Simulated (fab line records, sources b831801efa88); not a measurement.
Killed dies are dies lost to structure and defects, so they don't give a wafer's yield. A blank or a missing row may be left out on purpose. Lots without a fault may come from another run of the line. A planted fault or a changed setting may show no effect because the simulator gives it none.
fab line records | flow gf180mcu
record lots=11 wafers=32 last_day=34
route steps=602 shown CONTACT@288 M1@319 V1@358
lots that met no fault: from a run of the same line without faults
start_h: hours from the record's first day to the start of the lot's first wafer shown | wait_h: hours since the lot's step before | " the same as in the row above | L1.1+2: a row that stands for several wafers | - no value, or no start given | * or withheld: withheld | < > ~ a bound
route shown NAME@n: a module of which the file shows steps, and the number in the route of the first | usual: mean/standard deviation of fault-free wafers | same: alike in all rows | chamber/n: place in a boat | sites: the reading at each site | _std_site: their standard deviation | _edge_site: outer sites' mean less inner sites' | radius_mm: how far each site lies from the wafer's centre | mask NAME#n: copy n | behind: the tool/chamber that last shaped the wafer | hold: why the lot was held/for how many hours/how that ended | device: the transistor (n, p or np) that didn't switch | end of line: the same wafers' tests at the end of the route | a step without rows: its recipe alone | killed: dies lost to structure and defects at the first sort, not the wafer's yield | map: a wafer's dies, x killed, . not, _ none there
set.NAME: the setting as run; set.NAME@STEP: as run at that earlier step | model.NAME: the simulator's own value behind a step, which no gauge read
steps of the route over a sample of lots; a table a step, a row a wafer
services: from which hour (start_h, from the record's first day; less than 0 if before it) a tool's chamber was out of use, for how many hours, and why
## steps
# step GF_CONTACT_THK_MEAS_01
# recipe reads=SiO2_of_CONTACT_CVD_00
# usual CONTACT_CVD_00_THK=301/3.3
# columns lot.wafer tool chamber start_h wait_h CONTACT_CVD_00_THK[nm]
L542.1 film_metro-01 - 377.16 0.0 302
L542.3 " - " " 300
L542.6 " - " " 299
L544.3 film_metro-04 - 386.96 0.0 300
L544.4 " - " " 303
L544.6 " - " " 298
L545.1 film_metro-02 - 391.28 0.0 306
L545.2 " - " " 300
L545.6 " - " " 303
L546.2 film_metro-04 - 411.36 0.0 302
L546.3 " - " " 302
L546.6 " - " " 305
L547.2 film_metro-01 - 415.39 0.0 303
L547.5 " - " " 302
L547.6 " - " " 301
L548.1 film_metro-02 - 427.73 0.0 305
L548.2 " - " " 303
L548.5 " - " " 307
L549.1 film_metro-01 - 433.35 0.0 307
L549.5 " - " " 306
L549.6 " - " " 307
L550.1 film_metro-01 - 446.65 0.0 295
L550.4 " - " " 300
L550.5 " - " " 303
L551.4 film_metro-02 - 463.81 0.0 303
L551.5 " - " " 303
L554.1 film_metro-04 - 482.71 0.0 303
L554.3 " - " " 303
L554.4 " - " " 307
L561.1 film_metro-04 - 525.95 0.0 302
L561.4 " - " " 302
L561.6 " - " " 300
# step GF_CONTACT_CMP_27
# recipe stop_on=SiO2 down_force_psi=3.5 platen_rpm=60 t_overpolish_s=15 target_thk_nm=0 pad_velocity_m_s=0.94248
# usual head_pressure_psi=3.500/0.0072 motor_current_A=11.5/1.4 overpolish_run_s=14.999/0.0085 time_to_endpoint_s=72/3.6
# columns lot.wafer tool chamber start_h wait_h head_pressure_psi motor_current_A overpolish_run_s time_to_endpoint_s
L542.3 cmp-02 1 401.98 0.1 3.500 10.5 14.991 73
L542.1 " 2 " " 3.501 9.6 14.997 72
L542.6 " 0 " " 3.495 12.7 14.993 72
L544.4 cmp-02 3 411.62 0.0 3.504 12.8 14.997 78
L544.3 " 1 " " 3.496 10.4 14.993 75
L544.6 " 3 " " 3.511 12.3 15.001 75
L545.2 cmp-02 1 415.89 0.3 3.499 10.3 15.002 75
L545.1 " 2 " " 3.506 10.5 15.007 78
L545.6 " 3 " " 3.486 12.7 14.999 74
L546.2 cmp-01 1 437.31 0.2 3.497 11.7 14.992 66
L546.3 " 2 " " 3.498 13.2 15.012 71
L546.6 " 1 " " 3.501 11.5 14.999 67
L547.2 cmp-01 3 440.52 0.3 3.484 8.3 14.996 74
L547.6 " 2 " " 3.500 13.2 15.015 70
L547.5 " 3 " " 3.496 8.7 14.998 73
L548.2 cmp-01 2 453.62 0.3 3.502 12.8 15.006 68
L548.1 " 3 " " 3.496 9.0 14.989 74
L548.5 " 1 " " 3.505 12.2 14.994 66
L549.1 cmp-02 0 459.44 0.2 3.510 12.7 14.997 69
L549.5 " 1 " " 3.490 10.9 15.002 70
L549.6 " 2 " " 3.495 10.4 15.006 72
L550.4 cmp-01 1 471.98 0.1 3.490 11.2 14.989 64
L550.1 " 3 " " 3.500 8.8 14.992 74
L550.5 " 1 " " 3.506 11.7 14.993 70
L551.4 cmp-01 0 488.74 0.1 3.499 12.4 15.014 77
L551.5 " 3 " " 3.492 8.7 14.989 76
L554.4 cmp-02 2 508.71 0.1 3.508 10.5 14.999 73
L554.3 " 3 " " 3.484 11.8 15.003 70
L554.1 " 0 " " 3.502 13.1 15.004 72
L561.4 cmp-01 2 550.21 0.1 3.500 12.5 15.003 75
L561.1 " 3 " " 3.480 8.3 14.998 75
L561.6 " 2 " " 3.510 12.8 14.999 73
# step GF_M1_SPUTTER_04
# recipe material=TiN target_thk_nm=50 power_w=6500 time_s=41.7 chamber_pressure_pa=0.4
# usual throttle_valve_pct=29.7/1.2
# columns lot.wafer tool chamber start_h wait_h throttle_valve_pct
L542.1 pvd_sputter-01 - 402.41 0.0 28.4
L542.3 " - " " 30.8
L542.6 " - " " 28.2
L544.3 pvd_sputter-03 - 412.10 0.0 31.2
L544.4 " - " " 29.5
L544.6 " - " " 31.0
L545.1 pvd_sputter-01 - 416.27 0.0 29.7
L545.2 " - " " 30.7
L545.6 " - " " 28.1
L546.2 pvd_sputter-01 - 437.79 0.0 29.7
L546.3 " - " " 30.7
L546.6 " - " " 27.9
L547.2 pvd_sputter-03 - 440.95 0.0 29.6
L547.5 " - " " 31.4
L547.6 " - " " 30.9
L548.1 pvd_sputter-03 - 454.00 0.0 29.4
L548.2 " - " " 29.3
L548.5 " - " " 29.5
L549.1 pvd_sputter-03 - 459.77 0.0 29.4
L549.5 " - " " 31.2
L549.6 " - " " 30.8
L550.1 pvd_sputter-01 - 472.41 0.0 28.2
L550.4 " - " " 30.9
L550.5 " - " " 29.6
L551.4 pvd_sputter-04 - 489.12 0.0 30.7
L551.5 " - " " 29.4
L554.1 pvd_sputter-04 - 509.14 0.0 30.5
L554.3 " - " " 29.0
L554.4 " - " " 29.4
L561.1 pvd_sputter-04 - 550.64 0.0 29.3
L561.4 " - " " 30.9
L561.6 " - " " 29.3
# step GF_V1_CVD_23
# recipe material=W target_thk_nm=350 time_s=105.05 temp_c=400 pressure_torr=40
# usual heater_power_w=868/29
# columns lot.wafer tool chamber start_h wait_h heater_power_w
L542.1 cvd_w-01 0 452.92 0.0 805
L542.3 " 0 " " 788
L542.6 " 1 " " 886
L544.3 cvd_w-02 0 462.86 0.1 889
L544.4 " 1 " " 873
L544.6 " 0 " " 885
L545.1 cvd_w-02 1 467.13 0.0 879
L545.2 " 0 " " 863
L545.6 " 1 " " 880
L546.2 cvd_w-02 0 488.18 0.0 865
L546.3 " 0 " " 882
L546.6 " 0 " " 873
L547.2 cvd_w-02 0 490.78 0.0 877
L547.5 " 1 " " 872
L547.6 " 0 " " 876
L548.1 cvd_w-01 0 503.58 0.0 827
L548.2 " 1 " " 850
L548.5 " 0 " " 799
L549.1 cvd_w-02 0 510.10 0.0 866
L549.5 " 1 " " 879
L549.6 " 0 " " 884
L550.1 cvd_w-02 0 522.48 0.0 875
L550.4 " 1 " " 893
L550.5 " 1 " " 865
L551.4 cvd_w-02 1 538.04 0.1 867
L551.5 " 1 " " 896
L554.1 cvd_w-02 0 557.70 0.0 887
L554.3 " 0 " " 872
L554.4 " 1 " " 864
L561.1 cvd_w-01 1 596.97 0.0 861
L561.4 " 0 " " 780
L561.6 " 0 " " 797
# step GF_V1_RS_MEAS_24
# recipe thk_meas_gauge=four-point-probe reads=W_of_V1_CVD_23+TiN_of_V1_SPUTTER_22+Ti_of_V1_SPUTTER_21
# usual V1_W_RS=0.326/0.0035
# columns lot.wafer tool chamber start_h wait_h hold V1_W_RS[ohm/sq]
L542.1 film_metro-04 - 453.04 0.1 - 0.335
L542.3 " - " " - 0.332
L542.6 " - " " - 0.329
L544.3 film_metro-03 - 462.98 0.1 - 0.323
L544.4 " - " " - 0.322
L544.6 " - " " - 0.324
L545.1 film_metro-03 - 467.24 0.1 - 0.327
L545.2 " - " " - 0.323
L545.6 " - " " - 0.323
L546.2 film_metro-04 - 488.31 0.1 - 0.323
L546.3 " - " " - 0.326
L546.6 " - " " - 0.322
L547.2 film_metro-04 - 490.91 0.1 - 0.329
L547.5 " - " " - 0.329
L547.6 " - " " - 0.325
L548.1 film_metro-03 - 503.70 0.1 - 0.328
L548.2 " - " " - 0.323
L548.5 " - " " - 0.324
L549.1 film_metro-01 - 510.21 0.1 - 0.326
L549.5 " - " " - 0.327
L549.6 " - " " - 0.325
L550.1 film_metro-04 - 522.59 0.1 await_dispo/0.2h/release 0.562
L550.4 " - " " await_dispo/0.2h/release 0.576
L550.5 " - " " await_dispo/0.2h/release 0.327
L550.1 film_metro-04 - 522.87 0.3 - 0.563
L550.4 " - " " - 0.576
L550.5 " - " " - 0.327
L551.4 film_metro-03 - 538.21 0.1 await_dispo/0.2h/release 0.564
L551.5 " - " " await_dispo/0.2h/release 0.326
L551.4 film_metro-03 - 538.50 0.3 - 0.567
L551.5 " - " " - 0.327
L554.1 film_metro-04 - 557.86 0.1 await_dispo/0.2h/release 0.575
L554.3 " - " " await_dispo/0.2h/release 0.327
L554.4 " - " " await_dispo/0.2h/release 0.578
L554.1 film_metro-04 - 558.15 0.3 - 0.574
L554.3 " - " " - 0.326
L554.4 " - " " - 0.577
L561.1 film_metro-01 - 597.08 0.1 - 0.326
L561.4 " - " " - 0.330
L561.6 " - " " - 0.337
# step GF_V1_THK_MEAS_25
# recipe thk_meas_gauge=xrf reads=W_of_V1_CVD_23
# usual V1_W_THK=354/4.3
# columns lot.wafer tool chamber start_h wait_h hold V1_W_THK[nm]
L542.1 film_metro-04 - 453.16 0.1 - 344
L542.3 " - " " - 345
L542.6 " - " " - 353
L544.3 film_metro-03 - 463.08 0.1 - 354
L544.4 " - " " - 352
L544.6 " - " " - 352
L545.1 film_metro-03 - 467.36 0.1 - 349
L545.2 " - " " - 354
L545.6 " - " " - 353
L546.2 film_metro-04 - 488.42 0.1 - 363
L546.3 " - " " - 353
L546.6 " - " " - 359
L547.2 film_metro-04 - 491.02 0.1 - 350
L547.5 " - " " - 349
L547.6 " - " " - 357
L548.1 film_metro-03 - 503.82 0.1 - 346
L548.2 " - " " - 351
L548.5 " - " " - 350
L549.1 film_metro-01 - 510.33 0.1 - 356
L549.5 " - " " - 354
L549.6 " - " " - 358
L550.1 film_metro-04 - 524.88 2.0 await_dispo/0.2h/release 206
L550.4 " - " " await_dispo/0.2h/release 202
L550.5 " - " " await_dispo/0.2h/release 356
L550.1 film_metro-04 - 525.13 0.2 - 206
L550.4 " - " " - 202
L550.5 " - " " - 351
L551.4 film_metro-03 - 542.43 3.9 await_dispo/0.2h/release 206
L551.5 " - " " await_dispo/0.2h/release 359
L551.4 film_metro-03 - 542.66 0.2 - 205
L551.5 " - " " - 356
L554.1 film_metro-04 - 566.40 8.2 await_dispo/0.2h/release 203
L554.3 " - " " await_dispo/0.2h/release 354
L554.4 " - " " await_dispo/0.2h/release 201
L554.1 film_metro-04 - 566.62 0.2 - 202
L554.3 " - " " - 355
L554.4 " - " " - 201
L561.1 film_metro-01 - 597.20 0.1 - 358
L561.4 " - " " - 353
L561.6 " - " " - 348
# step GF_V1_CMP_26
# recipe stop_on=SiO2 down_force_psi=3.5 platen_rpm=60 t_overpolish_s=15 target_thk_nm=0 pad_velocity_m_s=0.94248
# usual head_pressure_psi=3.499/0.0072 motor_current_A=11.4/1.4 time_to_endpoint_s=86/3.8
# columns lot.wafer tool chamber start_h wait_h hold head_pressure_psi motor_current_A time_to_endpoint_s
L542.3 cmp-01 0 453.27 0.1 - 3.509 12.1 85
L542.1 " 2 " " - 3.505 12.9 82
L542.6 " 0 " " - 3.508 12.9 89
L544.3 cmp-01 3 463.22 0.1 - 3.503 8.8 87
L544.4 " 0 " " - 3.502 12.9 92
L544.6 " 2 " " - 3.512 12.6 81
L545.2 cmp-02 1 467.42 0.0 - 3.500 10.5 81
L545.1 " 3 " " - 3.492 12.5 81
L545.6 " 1 " " - 3.501 10.3 82
L546.2 cmp-02 1 488.47 0.0 - 3.480 10.3 88
L546.3 " 0 " " - 3.488 12.3 88
L546.6 " 1 " " - 3.501 10.2 86
L547.2 cmp-01 3 491.12 0.1 - 3.495 9.1 90
L547.5 " 2 " " - 3.504 12.6 89
L547.6 " 3 " " - 3.492 9.1 92
L548.1 cmp-01 3 503.93 0.1 - 3.492 8.8 82
L548.2 " 0 " " - 3.502 12.4 86
L548.5 " 2 " " - 3.498 11.4 80
L549.1 cmp-02 3 510.39 0.1 - 3.504 12.7 89
L549.6 " 3 " " - 3.511 12.8 89
L549.5 " 0 " " - 3.510 12.8 89
L550.4 cmp-01 2 528.79 3.6 await_dispo/3.6h/release 3.473 12.5 47
L550.1 " 1 " " await_dispo/3.6h/release 3.502 10.8 47
L550.5 " 2 " " await_dispo/3.6h/release 3.500 13.1 84
L551.4 cmp-01 2 544.88 2.2 await_dispo/1.9h/release 3.511 12.8 51
L551.5 " 1 " " await_dispo/1.9h/release 3.502 11.3 85
L554.1 cmp-01 0 571.37 4.7 await_dispo/4.6h/release 3.502 12.8 58
L554.3 " 1 " " await_dispo/4.6h/release 3.500 11.8 86
L554.4 " 2 " " await_dispo/4.6h/release 3.511 13.4 51
L561.1 cmp-01 2 597.26 0.1 - 3.506 12.6 81
L561.4 " 0 " " - 3.500 12.1 83
L561.6 " 2 " " - 3.510 13.2 81
## services
# columns tool chamber start_h hours kind
cvd_w-02 - 390.00 14.0 pm
cvd_w-02 0 390.00 14.0 vent_cycle
cmp-02 - 396.95 1.5 repair
cmp-02 - 405.26 4.0 pm
cmp-02 - 409.26 - consumable_replace:conditioner
cmp-02 - 409.26 - consumable_replace:pad
cvd_w-02 - 422.83 1.0 repair
cmp-02 - 423.44 2.5 repair
pvd_sputter-01 - 430.86 0.9 repair
cvd_w-02 - 491.51 4.0 repair
cvd_w-01 - 515.32 2.5 repair
cmp-02 - 517.45 0.4 repair
cvd_w-02 0 528.37 25.9 repair
pvd_sputter-04 - 533.78 4.7 repair
pvd_sputter-03 - 535.08 6.7 repair
cmp-02 - 542.16 18.5 repair
pvd_sputter-01 - 543.61 4.7 repair
cmp-02 - 547.39 1.8 repair
pvd_sputter-01 - 548.80 3.5 repair
cmp-02 - 564.85 2.3 repair
cvd_w-01 - 571.99 6.9 pm
cmp-01 - 572.25 4.0 pm
cmp-01 - 576.25 - consumable_replace:conditioner
cmp-01 - 576.25 - consumable_replace:pad
## key
first_sign step=GF_V1_RS_MEAS_24 reading=visit direction=added
effect step=GF_V1_RS_MEAS_24 reading=V1_W_RS direction=up sigmas=69 usual=0.326 struck=0.571
effect step=GF_V1_THK_MEAS_25 reading=visit direction=added
effect step=GF_V1_THK_MEAS_25 reading=V1_W_THK direction=down sigmas=35 usual=354 struck=204
effect step=GF_V1_CMP_26 reading=time_to_endpoint_s direction=down sigmas=9.3 usual=* struck=*
met_at GF_V1_CVD_23
struck_lots L550,L551,L554
struck_wafers L550.1,L550.4,L551.4,L554.1,L554.4
not_acting_at GF_CONTACT_THK_MEAS_01,GF_CONTACT_CMP_27,GF_M1_SPUTTER_04
onset_between 510.10 522.48
fault kind=process_parameter_drift tool=cvd_w-02 chamber=- onset_h=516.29 steps=GF_V1_CVD_23 channel=target_thk_nm offset=-145.92 shape=step end_h=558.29 scope=struck_wafers_only acts_in=these_recipes_only stated=350
